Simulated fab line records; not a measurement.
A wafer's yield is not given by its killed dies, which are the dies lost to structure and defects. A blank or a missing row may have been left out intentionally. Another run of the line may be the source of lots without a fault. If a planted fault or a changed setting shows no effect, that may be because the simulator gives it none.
Chamber matching :: flow gf180mcu :: pecvd-02 running GF_V3_CVD_02: 3 sister chambers
The step deposits SiO2 from TEOS, target thk 850 nm, time 94.851 s. 6 wafers are shown with their chamber, then 9 later ones without.

EACH WAFER AND ITS CHAMBER
wafer: L082.3
chamber: 0
heater_power_w (W): 936

wafer: L083.1
chamber: 0
heater_power_w (W): 891

wafer: L083.5
chamber: 1
heater_power_w (W): 556

wafer: L086.1
chamber: 2
heater_power_w (W): 708

wafer: L086.4
chamber: 2
heater_power_w (W): 717

wafer: L086.5
chamber: 1
heater_power_w (W): 561

WAFERS WHOSE CHAMBER IS MISSING
wafer: L094.1
heater_power_w (W): 501

wafer: L094.2
heater_power_w (W): 731

wafer: L094.3
heater_power_w (W): 952

wafer: L094.4
heater_power_w (W): 999

wafer: L094.5
heater_power_w (W): 594

wafer: L094.6
heater_power_w (W): 555

wafer: L095.3
heater_power_w (W): 579

wafer: L095.4
heater_power_w (W): 451

wafer: L095.6
heater_power_w (W): 702

THE CHAMBER EACH PASSED THROUGH
wafer: L094.1
from the rows above: 1
in truth: 1

wafer: L094.2
from the rows above: 2
in truth: 2

wafer: L094.3
from the rows above: 0
in truth: 0

wafer: L094.4
from the rows above: 0
in truth: 0

wafer: L094.5
from the rows above: 1
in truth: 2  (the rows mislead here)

wafer: L094.6
from the rows above: 1
in truth: 1

wafer: L095.3
from the rows above: 1
in truth: 1

wafer: L095.4
from the rows above: 1
in truth: 1

wafer: L095.6
from the rows above: 2
in truth: 2
8 of 9 placed correctly. Number that these rows cannot place: 0. Placed wrongly: 1.
How it was worked out, from the rows above alone: a wafer's distance from a chamber is the root of the sum, over the readings, of the square of ((its reading less the chamber's mean) divided by the reading's scatter). If the next closest chamber is less than 2 further off than the closest, the wafer can't be placed; otherwise it belongs to the closest. Each chamber's mean is taken over the wafers shown for it. The scatter: the root of (the sum of the squares of (reading less its chamber's mean) over the shown wafers, divided by (wafers less chambers)).
